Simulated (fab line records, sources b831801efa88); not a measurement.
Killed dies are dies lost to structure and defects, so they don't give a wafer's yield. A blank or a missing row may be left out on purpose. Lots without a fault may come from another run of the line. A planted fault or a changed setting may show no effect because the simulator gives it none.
A struck lot beside a sound one | flow sky130 | 18 steps out of a route of 708
Sound: wafers L910.2, L910.4, L910.5. Struck: wafers L914.5, L914.6. The cause comes at the end.
At each step with rows: each side's tool, then ch and its chambers, then its first start. Under that, the readings that differ: sound wafers | struck wafers | difference of the means | sigmas: that difference in standard deviations of wafers without a fault.
alike: readings whose means differ by less than 2 such deviations, and words and numbers that are the same on both sides. not compared: withheld readings, readings that some wafer has no value for, bounds like >300 that may hide the same value, and numbers for which the record gives no deviation and whose values overlap.
The two part at a step that has a row with sigmas, a row that says differs or no value, or rows on one side only. Numbers that don't overlap but have no deviation are shown without sigmas and don't part them. A reading that every wafer of one side lacks parts them only if that side has two wafers or more.

first, 2 steps without rows for these wafers: SKY_CONTACT_PEB_12; SKY_CONTACT_DEVELOP_13 (develop time 60 s).
SKY_CONTACT_CD_MEAS_14: target cd 170 nm.
  sound on cd_sem-01, day 33 03:16; struck on cd_sem-01, day 34 04:16
  alike: cd_nm
SKY_CONTACT_OVL_MEAS_15:
  sound on overlay-02, day 33 03:23; struck on overlay-02, day 34 04:19
  alike: CONTACT_OVL
SKY_CONTACT_ETCH_16: etches BARC in N2/H2, stops on SiO2, time 45.9 s, target depth 60 nm.
  sound on rie_diel-03 ch 2,3, day 33 03:25; struck on rie_diel-01 ch 2,3, day 34 04:21
  alike: drypump_motor_current_A, n2_flow_sccm, oes_product_au, throttle_valve_pct
  not compared: rf_hours_counter_h
then, 1 step without rows for these wafers: SKY_CONTACT_ETCH_17 (etches SiO2 in C4F8/O2/Ar, stops on Si3N4, target depth 340 nm).
SKY_CONTACT_ETCH_18: etches Si3N4 in CHF3/O2, stops on TiN, time 39 s, target depth 75 nm.
  sound on rie_diel-03 ch 2,3; struck on rie_diel-01 ch 2,3
  alike: drypump_motor_current_A, oes_product_au, throttle_valve_pct
  not compared: rf_hours_counter_h
SKY_CONTACT_STRIP_19: strips in O2/N2.
  sound on plasma_asher-03 ch 0,1, day 33 03:32; struck on plasma_asher-02 ch 0,1, day 34 04:32
  reading                      | sound          | struck    | difference | sigmas
  drypump_motor_current_A (A)  | 6.1 5.0 6.2    | 4.8 4.8   | -1.0       | -2
  strip_time_to_endpoint_s (s) | 3.68 3.65 3.66 | 3.57 3.57 | -0.09      | -3
  alike: n2_flow_sccm, oes_product_au
  not compared: rf_hours_counter_h
then, 3 steps without rows for these wafers: SKY_CONTACT_STRIP_20 (strips in post etch residue remover, time 1200 s); SKY_CONTACT_CLEAN_21 (cleans in IPA, time 180 s); SKY_CONTACT_CLEAN_22 (cleans in O3/DIW).
SKY_CONTACT_SPUTTER_23: material TiN, target thk 20 nm, time 80 s.
  sound on pvd_sputter-03, day 33 04:30; struck on pvd_sputter-03, day 34 05:11
  alike: throttle_valve_pct
SKY_CONTACT_CVD_24: deposits W, target thk 340 nm, time 102.12 s.
  sound on cvd_w-01 ch 0,1, day 33 04:34; struck on cvd_w-02 ch 0,1, day 34 05:17
  reading                               | sound             | struck      | difference | sigmas
  model.W_of_CONTACT_CVD_24.thk_nm (nm) | 332.9 337.6 335.2 | 488.7 487.9 | +153.1     |
  alike: heater_power_w
SKY_CONTACT_RS_MEAS_25: measures by four-point-probe.
  sound on film_metro-04, day 33 04:42; struck on film_metro-01, day 34 05:41
  reading               | sound             | struck      | difference | sigmas
  CONTACT_W_RS (ohm/sq) | 0.346 0.341 0.343 | 0.235 0.234 | -0.109     | -33
  not compared: hold
SKY_CONTACT_THK_MEAS_26: measures by xrf.
  sound on film_metro-04, day 33 04:49; struck on film_metro-01, day 34 09:37
  reading            | sound       | struck  | difference | sigmas
  CONTACT_W_THK (nm) | 336 344 341 | 508 508 | +168       | +44
  not compared: hold
SKY_CONTACT_CMP_27: polishes, stops on SiO2, t overpolish 15 s, target thk 0 nm.
  sound on cmp-02 ch 0,2, day 33 04:52; struck on cmp-02 ch 2,3, day 34 12:46
  reading                | sound          | struck                                            | difference                   | sigmas
  hold                   | - - -          | await_dispo/2.9h/release await_dispo/2.9h/release | no value on the sound wafers |
  time_to_endpoint_s (s) | 73.6 77.7 75.8 | 112.6 109.5                                       | +35.3                        | +13
  alike: motor_current_A, slurry_flow_ml_min
SKY_METAL1_SPUTTER_00: material Ti, target thk 15 nm, time 10 s.
  sound on pvd_sputter-02, day 33 05:10; struck on pvd_sputter-03, day 34 12:53
  alike: throttle_valve_pct
-- the record jumps here: 13 days lie between the struck wafers' starts before and after (it left off in module METAL1 and takes up again in module PAD_OPEN, whose first step shown is number 708 of the route) --
SKY_PAD_OPEN_PROBE_99:
  sound on prober-01, day 46 23:51; struck on prober-02, day 47 18:45
  alike: killed_at_M0_to_M3, killed_at_M4_up, killed_at_contacts, killed_at_front_end, killed_at_other, killed_dies, killed_open, killed_short

WHERE THEY PART
First at SKY_CONTACT_STRIP_19; last, within this record, at SKY_CONTACT_CMP_27. Later steps at which nothing parts them and some readings are alike: SKY_METAL1_SPUTTER_00, SKY_PAD_OPEN_PROBE_99.

WHY: what the simulator had put in
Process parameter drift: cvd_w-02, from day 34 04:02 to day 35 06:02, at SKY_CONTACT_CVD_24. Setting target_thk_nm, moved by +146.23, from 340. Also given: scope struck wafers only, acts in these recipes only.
